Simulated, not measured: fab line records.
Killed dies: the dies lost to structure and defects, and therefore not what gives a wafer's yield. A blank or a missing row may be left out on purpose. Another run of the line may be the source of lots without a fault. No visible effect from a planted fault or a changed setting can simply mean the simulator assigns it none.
A struck lot beside a sound one | flow sky130 | 16 out of 708 route steps
Sound: wafers L432.1, L432.5, L432.6. The struck wafers were L442.1, L442.4, L442.5. At the end, the cause is stated.
Order at every step that has rows: each side's tool, ch and its chambers, its first start. Under that, the readings that differ: sound wafers | struck wafers | difference of the means | sigmas: that difference in standard deviations of wafers without a fault.
alike: a reading whose means differ by less than 2 such deviations, as well as words and numbers matching on both sides. not compared: withheld readings; readings where some wafer has no value; bounds like >300 that might hide an equal value; numbers whose values overlap and for which the record gives no deviation.
A row with sigmas, a row that says differs or no value, or rows on one side alone: a step with any of these is where the two part. When numbers do not overlap yet have no deviation, they are printed without sigmas and do not part them. A reading missing from all wafers of one side parts the sides only when that side holds two or more wafers.

SKY_FIELD_ISO_THK_MEAS_02:
  sound on film-metro-03 at day 2 12:38; struck on film-metro-04 at day 4 14:38
  alike: FIELD_ISO_OXIDATION_00_THK
then, 1 step without rows for these wafers: SKY_FIELD_ISO_CVD_03 (deposits Si3N4 from DCS/NH3, target thk 165 nm, time 2830 s).
SKY_FIELD_ISO_THK_MEAS_04:
  sound on film-metro-03 at day 2 14:29; struck on film-metro-03 at day 4 17:16
  reading                   | sound             | struck            | difference | sigmas
  FIELD_ISO_CVD_03_THK (nm) | 163.4 163.6 163.0 | 165.7 167.8 166.8 | +3.4       | +2
then, 8 steps without rows for these wafers: SKY_FIELD_ISO_DEHYDRATE_05 (time 60 s); SKY_FIELD_ISO_HMDS_06 (prime time 60 s); SKY_FIELD_ISO_COAT_07 (resist thk 60 nm); SKY_FIELD_ISO_COAT_08 (resist thk 450 nm); SKY_FIELD_ISO_SOFTBAKE_09 (time 90 s); SKY_FIELD_ISO_EXPOSE_10 (exposes mask FOM, target cd 150 nm); SKY_FIELD_ISO_PEB_11; SKY_FIELD_ISO_DEVELOP_12 (develop time 60 s).
SKY_FIELD_ISO_CD_MEAS_13: target cd 150 nm.
  sound on cd-sem-01 at day 3 05:27; struck on cd-sem-01 at day 5 11:00
  alike: cd-nm
SKY_FIELD_ISO_ETCH_14: etches BARC in N2/H2, stops on SiO2, time 45.9 s, target depth 60 nm.
  sound on rie-diel-04 ch 0,1,2, day 3 05:34; struck on rie-diel-01 ch 0,3, day 5 11:07
  reading                                          | sound             | struck            | difference | sigmas
  rf-fwd-power-W (W)                               | 496.0 494.9 491.4 | 414.0 412.8 415.9 | -79.9      | -30
  model.KrF-thick_of_FIELD_ISO_COAT_08.thk-nm (nm) | 392.7 391.9 393.8 | 399.3 398.8 399.6 | +6.4       |
  alike: drypump-motor-current-A, oes-product-au, throttle-valve-pct
  not compared: rf-hours-counter-h
SKY_FIELD_ISO_ETCH_15: etches the open film in CHF3/O2, stops on Si, target depth 180 nm, time 72 s.
  sound on rie-diel-04 ch 0,1,2, day 3 05:37; struck on rie-diel-01 ch 0,3, day 5 11:10
  reading                                          | sound             | struck            | difference | sigmas
  model.KrF-thick_of_FIELD_ISO_COAT_08.thk-nm (nm) | 237.6 232.3 239.8 | 245.1 245.8 246.4 | +9.2       |
  alike: drypump-motor-current-A, oes-product-au, rf-fwd-power-W, throttle-valve-pct
  not compared: rf-hours-counter-h
SKY_FIELD_ISO_STRIP_16: strips in O2/N2.
  sound on plasma-asher-04 ch 0,1, day 3 05:40; struck on plasma-asher-01 ch 0,1, day 5 11:13
  reading                      | sound          | struck         | difference | sigmas
  strip-time-to-endpoint-s (s) | 3.55 3.51 3.59 | 3.63 3.64 3.66 | +0.09      | +3
  alike: drypump-motor-current-A, oes-product-au
  not compared: rf-hours-counter-h
next, for these wafers, 1 step has no rows: SKY_PAD_OPEN_PROBE_99.

WHERE THEY PART
At SKY_FIELD_ISO_THK_MEAS_04 first; at SKY_FIELD_ISO_STRIP_16 last (within this record only).

WHY: what had been put in by the simulator
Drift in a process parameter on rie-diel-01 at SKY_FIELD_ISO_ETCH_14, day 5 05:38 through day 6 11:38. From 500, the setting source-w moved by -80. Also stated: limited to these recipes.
